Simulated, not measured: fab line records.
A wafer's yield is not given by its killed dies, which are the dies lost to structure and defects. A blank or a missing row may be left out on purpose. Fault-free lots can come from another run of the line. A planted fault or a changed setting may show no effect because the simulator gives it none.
fab line records    flow sky130
record: lots: 10  wafers: 30  last-day: 50
route steps=708 shown METAL3@566 VIA3@585 CAP2M@605 METAL4@630 PAD_OPEN@708
lots with no fault: from the same line, run without faults
start-h: hours from the record's opening day to when the first of the lot's shown wafers began    wait-h: time in hours since the lot's previous step    " as in the row above    L1.1+2: a single row standing in for several wafers    - no value present, or no start provided    * or withheld: withheld    < > ~ a bound
route shown NAME@n: names a module that has steps shown in the file, with the first one's number in the route    usual: mean and standard deviation over wafers with no fault    same: alike in all rows    chamber/n: place in a boat    sites: the reading at each site    _std_site: the standard deviation of these    _edge_site: outer sites' mean less inner sites'    radius-mm: how far each site lies from the wafer's centre    mask NAME#n: copy n    behind: the tool/chamber that last shaped the wafer    hold: reason for holding the lot/hours on hold/outcome of the hold    device: the transistor (n, p or np) that didn't switch    end of line: the same wafers' tests at the end of the route    step lacking rows: just its recipe    killed: the dies lost at the first sort to structure and to defects; this is not the yield of the wafer    map: dies across one wafer; x = killed, . = not, _ = none there
set.NAME: the setting that was run; set.NAME@STEP: the one run at that earlier step    model.NAME: the simulator's own value behind a step, which no gauge read
the route's steps for a sample of lots (tables are steps, rows are wafers)
services: the hour from which a tool's chamber was out of use, counted from the record's first day as start-h (under 0 if before that day), plus the number of hours and why
== steps ==
step: SKY_METAL3_ETCH_16
recipe: chemistry: N2/H2  target: BARC  ion-energy-ev: 200  bias-w: 100  pressure-mtorr: 30  n2-flow-sccm: 100  h2-flow-sccm: 200  icp-w: 500  stop-on: SiO2  time-s: 88.2  target-depth-a: 600
usual: drypump-motor-current-A: 6.3/0.33  oes-product-au: 0.625/0.0045  throttle-valve-pct: 13.206/0.0093
lot.wafer  tool          chamber  start-h  wait-h  drypump-motor-current-A  oes-product-au  rf-hours-counter-h  throttle-valve-pct
L703.3     rie-metal-03  1        894.71   0.0     5.8                      0.631           -                   13.204
L703.5     "             1        "        "       5.8                      0.622           -                   13.196
L703.6     "             0        "        "       6.3                      0.630           -                   13.194
L704.3     rie-metal-03  1        901.15   0.0     5.8                      0.628           -                   13.222
L704.5     "             1        "        "       5.8                      0.622           -                   13.210
L704.6     "             0        "        "       6.3                      0.622           -                   13.209
L705.2     rie-metal-02  0        905.89   0.1     6.6                      0.623           -                   13.218
L705.4     "             0        "        "       6.6                      0.626           -                   13.185
L705.6     "             0        "        "       6.6                      0.625           -                   13.200
L707.1     rie-metal-02  0        921.97   0.0     6.6                      0.629           5                   13.207
L707.4     "             1        "        "       6.5                      0.625           -                   13.200
L707.5     "             0        "        "       6.6                      0.626           -                   13.196
L708.2     rie-metal-04  1        935.82   0.0     6.4                      0.618           3                   13.202
L708.5     "             1        "        "       6.4                      0.637           -                   13.209
L708.6     "             0        "        "       5.8                      0.630           -                   13.191
L709.1     rie-metal-03  1        937.57   0.0     5.8                      0.622           7                   13.197
L709.3     "             1        "        "       5.8                      0.624           -                   13.192
L709.4     "             0        "        "       6.3                      0.625           -                   13.210
L712.1     rie-metal-02  1        966.32   0.0     6.5                      0.635           3                   13.190
L712.2     "             0        "        "       6.6                      0.627           7                   13.198
L712.4     "             1        "        "       6.6                      0.631           -                   13.190
L723.3     rie-metal-03  0        1063.89  0.0     6.3                      0.626           -                   13.198
L723.4     "             1        "        "       5.8                      0.633           -                   13.200
L723.6     "             1        "        "       5.8                      0.627           -                   13.213
L724.1     rie-metal-02  0        1066.18  0.0     6.6                      0.622           13                  13.215
L724.3     "             0        "        "       6.6                      0.625           -                   13.214
L724.6     "             1        "        "       6.6                      0.622           -                   13.208
L722.2     rie-metal-03  1        1068.22  0.0     5.8                      0.620           13                  13.205
L722.5     "             1        "        "       5.8                      0.628           -                   13.190
L722.6     "             0        "        "       6.3                      0.632           -                   13.209
step: SKY_VIA3_CD_MEAS_12
recipe: target-cd-nm: 200
usual: cd-nm: 199.9/1.5
lot.wafer  tool       chamber  start-h  wait-h  cd-nm
L703.3     cd-sem-02  -        921.01   -       196.9
L703.5     "          -        "        "       197.8
L703.6     "          -        "        "       197.7
L704.3     cd-sem-02  -        927.64   -       199.1
L704.5     "          -        "        "       197.8
L704.6     "          -        "        "       198.9
L705.2     cd-sem-01  -        932.67   -       200.4
L705.4     "          -        "        "       200.7
L705.6     "          -        "        "       202.1
L707.1     cd-sem-01  -        948.14   -       199.7
L707.4     "          -        "        "       199.1
L707.5     "          -        "        "       199.5
L708.2     cd-sem-01  -        962.02   -       200.5
L708.5     "          -        "        "       199.1
L708.6     "          -        "        "       201.1
L709.1     cd-sem-02  -        963.75   -       198.7
L709.3     "          -        "        "       199.5
L709.4     "          -        "        "       199.5
L712.1     cd-sem-02  -        991.52   -       201.6
L712.2     "          -        "        "       201.6
L712.4     "          -        "        "       202.6
L723.3     cd-sem-02  -        1086.30  -       199.6
L723.4     "          -        "        "       199.7
L723.6     "          -        "        "       199.3
L724.1     cd-sem-02  -        1087.64  -       200.0
L724.3     "          -        "        "       200.9
L724.6     "          -        "        "       200.2
L722.2     cd-sem-01  -        1090.11  -       199.9
L722.5     "          -        "        "       199.7
L722.6     "          -        "        "       199.6
step: SKY_CAP2M_SPUTTER_02
recipe: material: TiN  target-thk-nm: 200  temp-c: 300  power-w: 6500  time-s: 166.7  chamber-pressure-pa: 0.4
usual: throttle-valve-pct: 30.2/0.75
lot.wafer  tool            chamber  start-h  wait-h  throttle-valve-pct
L703.3     pvd-sputter-03  -        922.76   0.0     29.7
L703.5     "               -        "        "       29.7
L703.6     "               -        "        "       30.2
L704.3     pvd-sputter-02  -        929.39   0.0     29.5
L704.5     "               -        "        "       31.4
L704.6     "               -        "        "       30.4
L705.2     pvd-sputter-02  -        934.46   0.0     28.9
L705.4     "               -        "        "       31.2
L705.6     "               -        "        "       31.4
L707.1     pvd-sputter-03  -        949.89   0.1     30.5
L707.4     "               -        "        "       29.6
L707.5     "               -        "        "       30.3
L708.2     pvd-sputter-02  -        963.76   0.0     31.5
L708.5     "               -        "        "       31.4
L708.6     "               -        "        "       30.8
L709.1     pvd-sputter-03  -        965.50   0.1     29.8
L709.3     "               -        "        "       30.1
L709.4     "               -        "        "       29.9
L712.1     pvd-sputter-02  -        993.28   0.1     31.4
L712.2     "               -        "        "       28.7
L712.4     "               -        "        "       30.7
L723.3     pvd-sputter-02  -        1088.16  0.0     29.5
L723.4     "               -        "        "       29.3
L723.6     "               -        "        "       30.5
L724.1     pvd-sputter-03  -        1089.39  0.1     29.9
L724.3     "               -        "        "       29.9
L724.6     "               -        "        "       30.2
L722.2     pvd-sputter-02  -        1091.84  0.0     30.6
L722.5     "               -        "        "       30.4
L722.6     "               -        "        "       31.5
step: SKY_CAP2M_RS_MEAS_03
recipe: thk-meas-gauge: four-point-probe  reads: TiN_of_CAP2M_SPUTTER_02
usual: CAP2M_TIN_RS: 6.94/0.08
lot.wafer  tool           chamber  start-h  wait-h  CAP2M_TIN_RS[ohm/sq]
L703.3     film-metro-02  -        922.91   0.1     7.03
L703.5     "              -        "        "       7.03
L703.6     "              -        "        "       6.91
L704.3     film-metro-01  -        929.54   0.1     6.90
L704.5     "              -        "        "       7.00
L704.6     "              -        "        "       6.93
L705.2     film-metro-04  -        934.59   0.1     6.93
L705.4     "              -        "        "       7.08
L705.6     "              -        "        "       7.13
L707.1     film-metro-04  -        950.00   0.1     6.91
L707.4     "              -        "        "       6.94
L707.5     "              -        "        "       6.91
L708.2     film-metro-02  -        963.89   0.1     6.99
L708.5     "              -        "        "       6.99
L708.6     "              -        "        "       6.91
L709.1     film-metro-01  -        965.61   0.1     6.89
L709.3     "              -        "        "       7.02
L709.4     "              -        "        "       7.02
L712.1     film-metro-01  -        993.39   0.1     7.03
L712.2     "              -        "        "       6.91
L712.4     "              -        "        "       6.92
L723.3     film-metro-04  -        1088.31  0.1     6.88
L723.4     "              -        "        "       6.92
L723.6     "              -        "        "       9.78
L724.1     film-metro-04  -        1089.50  0.1     7.08
L724.3     "              -        "        "       6.88
L724.6     "              -        "        "       6.95
L722.2     film-metro-01  -        1091.97  0.1     9.83
L722.5     "              -        "        "       9.75
L722.6     "              -        "        "       9.73
step: SKY_CAP2M_THK_MEAS_04
recipe: thk-meas-gauge: xrf  reads: TiN_of_CAP2M_SPUTTER_02
usual: CAP2M_TIN_THK: 198.5/2.5
lot.wafer  tool           chamber  start-h  wait-h  CAP2M_TIN_THK[nm]
L703.3     film-metro-02  -        923.01   0.1     197.6
L703.5     "              -        "        "       196.2
L703.6     "              -        "        "       199.8
L704.3     film-metro-01  -        929.64   0.1     199.5
L704.5     "              -        "        "       196.6
L704.6     "              -        "        "       198.9
L705.2     film-metro-04  -        934.70   0.1     195.2
L705.4     "              -        "        "       191.3
L705.6     "              -        "        "       190.1
L707.1     film-metro-04  -        950.12   0.1     197.9
L707.4     "              -        "        "       198.1
L707.5     "              -        "        "       197.8
L708.2     film-metro-02  -        964.00   0.1     198.8
L708.5     "              -        "        "       198.9
L708.6     "              -        "        "       201.0
L709.1     film-metro-01  -        965.73   0.1     198.9
L709.3     "              -        "        "       196.1
L709.4     "              -        "        "       195.4
L712.1     film-metro-01  -        993.51   0.1     197.0
L712.2     "              -        "        "       199.1
L712.4     "              -        "        "       199.7
L723.3     film-metro-04  -        1088.41  0.1     199.3
L723.4     "              -        "        "       197.9
L723.6     "              -        "        "       141.9
L724.1     film-metro-04  -        1089.62  0.1     193.4
L724.3     "              -        "        "       199.3
L724.6     "              -        "        "       195.9
L722.2     film-metro-01  -        1092.08  0.1     142.4
L722.5     "              -        "        "       143.2
L722.6     "              -        "        "       143.0
step: SKY_CAP2M_METAL_ETCH_13
recipe: target-depth-nm: 220  stop-on: SiO2  chemistry: Cl2/BCl3  target: TiN  pressure-mtorr: 10  icp-w: 900  bias-w: 48.5  Cl2_flow_sccm: 60  bcl3-flow-sccm: 30  time-s: 62.9
usual: drypump-motor-current-A: 5.7/0.47  oes-product-au: 0.939/0.0079  throttle-valve-pct: 21.904/0.0095
lot.wafer  tool          chamber  start-h  wait-h  drypump-motor-current-A  oes-product-au  rf-hours-counter-h  throttle-valve-pct
L703.3     rie-metal-04  0        947.43   0.0     5.8                      0.929           -                   21.909
L703.5     "             0        "        "       5.8                      0.930           -                   21.897
L703.6     "             1        "        "       6.4                      0.944           -                   21.901
L704.3     rie-metal-04  0        954.60   0.0     5.7                      0.950           -                   21.891
L704.5     "             1        "        "       6.3                      0.932           -                   21.905
L704.6     "             0        "        "       5.8                      0.938           -                   21.901
L705.2     rie-metal-01  0        958.86   0.0     5.7                      0.936           8                   21.903
L705.4     "             1        "        "       5.0                      0.936           -                   21.910
L705.6     "             0        "        "       5.7                      0.920           -                   21.914
L707.1     rie-metal-03  0        973.39   0.0     6.3                      0.937           16                  21.909
L707.4     "             1        "        "       5.8                      0.935           -                   21.917
L707.5     "             0        "        "       6.3                      0.941           -                   21.887
L708.2     rie-metal-01  1        987.06   0.0     5.0                      0.937           7                   21.907
L708.5     "             0        "        "       5.7                      0.925           -                   21.911
L708.6     "             1        "        "       5.0                      0.940           -                   21.909
L709.1     rie-metal-03  0        989.49   0.0     6.3                      0.944           17                  21.915
L709.3     "             0        "        "       6.3                      0.924           -                   21.909
L709.4     "             1        "        "       5.8                      0.931           -                   21.895
L712.1     rie-metal-01  1        1016.32  0.0     5.0                      0.927           9                   21.911
L712.2     "             0        "        "       5.8                      0.938           11                  21.905
L712.4     "             1        "        "       5.0                      0.931           -                   21.910
L723.3     rie-metal-03  1        1107.29  0.1     5.8                      0.954           -                   21.906
L723.4     "             1        "        "       5.8                      0.946           -                   21.895
L723.6     "             1        "        "       5.8                      0.776           -                   22.000
L724.1     rie-metal-01  0        1109.97  0.0     5.7                      0.933           16                  21.884
L724.3     "             1        "        "       5.0                      0.939           -                   21.897
L724.6     "             0        "        "       5.7                      0.938           -                   21.900
L722.2     rie-metal-04  0        1110.76  0.0     5.8                      0.771           23                  21.996
L722.5     "             0        "        "       5.8                      0.790           -                   22.008
L722.6     "             1        "        "       6.3                      0.779           -                   22.011
step: SKY_METAL4_OVL_MEAS_14
usual: METAL4_OVL: 2/5.8
lot.wafer  tool        chamber  start-h  wait-h  METAL4_OVL[nm]
L703.3     overlay-01  -        972.37   0.1     -4
L703.5     "           -        "        "       0
L703.6     "           -        "        "       0
L704.3     overlay-01  -        979.14   0.1     3
L704.5     "           -        "        "       3
L704.6     "           -        "        "       2
L705.2     overlay-01  -        983.36   0.1     -2
L705.4     "           -        "        "       -6
L705.6     "           -        "        "       -11
L707.1     overlay-02  -        997.30   0.1     -5
L707.4     "           -        "        "       -7
L707.5     "           -        "        "       -11
L708.2     overlay-02  -        1011.13  0.1     6
L708.5     "           -        "        "       3
L708.6     "           -        "        "       8
L709.1     overlay-02  -        1013.16  0.1     2
L709.3     "           -        "        "       -1
L709.4     "           -        "        "       3
L712.1     overlay-02  -        1039.06  0.1     -4
L712.2     "           -        "        "       -1
L712.4     "           -        "        "       -1
L723.3     overlay-02  -        1126.87  0.1     2
L723.4     "           -        "        "       11
L723.6     "           -        "        "       2
L724.1     overlay-01  -        1129.73  0.1     -13
L724.3     "           -        "        "       -4
L724.6     "           -        "        "       -10
L722.2     overlay-02  -        1130.88  0.1     4
L722.5     "           -        "        "       11
L722.6     "           -        "        "       9
step: SKY_PAD_OPEN_PROBE_99
usual: defect-limited-yield: 82.3/2  killed_at_M0_to_M3: 43/6.8  killed_at_M4_up: 3.2/1.9  killed-at-contacts: 24/5  killed-at-front-end: 16/4.9  killed-at-other: 0.4/0.76  killed-dies: 87/10  killed-open: 47/7.3  killed-short: 39/6.2  sort_bin_3_pad_short: 0.9/0.4  sort_bin_5_function: 10.5/1.5  sort_bin_6_memory: 6.4/1.2  sort-n-pass: 405/10  sort-yield-pct: 82.3/2
same: gross-dies: 492  killed-at-back-side: 0  sort_bin_4_leakage[%]: 0  sort_bin_8_speed[%]: 0
lot.wafer  tool       chamber  start-h  wait-h  defect-limited-yield[%]  killed_at_M0_to_M3  killed_at_M4_up  killed-at-contacts  killed-at-front-end  killed-at-other  killed-dies  killed-open  killed-short  sort_bin_3_pad_short[%]  sort_bin_5_function[%]  sort_bin_6_memory[%]  sort-n-pass  sort-yield-pct[%]
L703.3     prober-02  -        1068.08  0.2     82.3                     38                  2                29                  17                   1                87           49           38            1.4                      10.0                    6.3                   405          82.3
L703.5     prober-02  -        1068.18  0.2     78.7                     46                  3                29                  27                   0                105          64           41            1.2                      13.8                    6.3                   387          78.7
L703.6     prober-02  -        1068.23  0.2     82.7                     34                  2                33                  15                   1                85           52           33            0.6                      8.9                     7.7                   407          82.7
killed by level:class
L703.3 VIA1:geometric-particle:open=12 CONTACT:geometric-particle:open=9 FIELD_ISO:geometric-particle:open=7 CONTACT:geometric-particle:short=6 LI_CONTACT:geometric-particle:open=5 FIELD_ISO:geometric-particle:short=4 VIA1:geometric-particle:short=4 LI_CONTACT:geometric-particle:short=4
L703.5 VIA1:geometric-particle:open=18 FIELD_ISO:geometric-particle:open=10 LI_CONTACT:geometric-particle:open=9 VIA2:geometric-particle:open=8 CONTACT:geometric-particle:open=7 FIELD_ISO:geometric-particle:short=6 CONTACT:geometric-particle:short=6 LOCAL_INTERCONNECT:geometric-particle:short=4
L703.6 CONTACT:geometric-particle:open=16 LI_CONTACT:geometric-particle:open=7 VIA1:geometric-particle:open=7 VIA1:geometric-particle:short=5 VIA2:geometric-particle:open=5 FIELD_ISO:geometric-particle:short=4 POLY_GATE:geometric-particle:open=4 LI_CONTACT:geometric-particle:short=4
== services ==
tool            chamber  start-h  hours  kind
rie-metal-03    0        888.68   1.4    repair
rie-metal-02    1        892.36   -      clean
rie-metal-02    1        892.36   15.1   scheduled-down
rie-metal-02    1        892.36   15.1   vent-cycle
pvd-sputter-03  1        899.23   -      consumable-replace:kit
pvd-sputter-03  1        899.23   18.0   scheduled-down
pvd-sputter-03  -        904.31   11.2   repair
rie-metal-02    0        934.78   5.6    repair
pvd-sputter-02  0        945.18   -      consumable-replace:kit
pvd-sputter-02  0        945.18   18.0   scheduled-down
pvd-sputter-02  0        945.18   18.0   vent-cycle
rie-metal-02    1        946.32   1.4    repair
rie-metal-03    -        1023.00  19.2   repair
pvd-sputter-02  3        1031.35  -      consumable-replace:kit
pvd-sputter-02  3        1031.35  18.0   scheduled-down
pvd-sputter-02  3        1031.35  18.0   vent-cycle
rie-metal-04    0        1043.23  22.2   repair
rie-metal-03    -        1050.76  0.2    repair
rie-metal-02    -        1053.13  0.3    repair
rie-metal-03    -        1067.54  0.6    repair
rie-metal-01    -        1093.02  2.8    pm
rie-metal-03    0        1106.19  -      clean
rie-metal-03    0        1106.19  18.2   scheduled-down
rie-metal-03    0        1106.19  18.2   vent-cycle
== key ==
first-sign: step: SKY_CAP2M_RS_MEAS_03  reading: CAP2M_TIN_RS  direction: up  sigmas: 35  usual: 6.94  struck: 9.77
effect: step: SKY_CAP2M_THK_MEAS_04  reading: CAP2M_TIN_THK  direction: down  sigmas: 22  usual: 198.5  struck: 142.7
effect: step: SKY_CAP2M_METAL_ETCH_13  reading: oes-product-au  direction: down  sigmas: 20  usual: 0.939  struck: 0.779
met-at SKY_CAP2M_SPUTTER_02
struck-lots L722,L723
struck-wafers L722.2,L722.5,L722.6,L723.6
not-acting-at SKY_METAL3_ETCH_16,SKY_VIA3_CD_MEAS_12,SKY_METAL4_OVL_MEAS_14
onset-between 993.28 1088.16
fault: kind: process-parameter-drift  tool: pvd-sputter-02  chamber: -  onset-h: 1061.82  steps: SKY_CAP2M_SPUTTER_02  channel: time-s  offset: *  shape: step  end-h: 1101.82  scope: struck-wafers-only  acts-in: *  stated: *
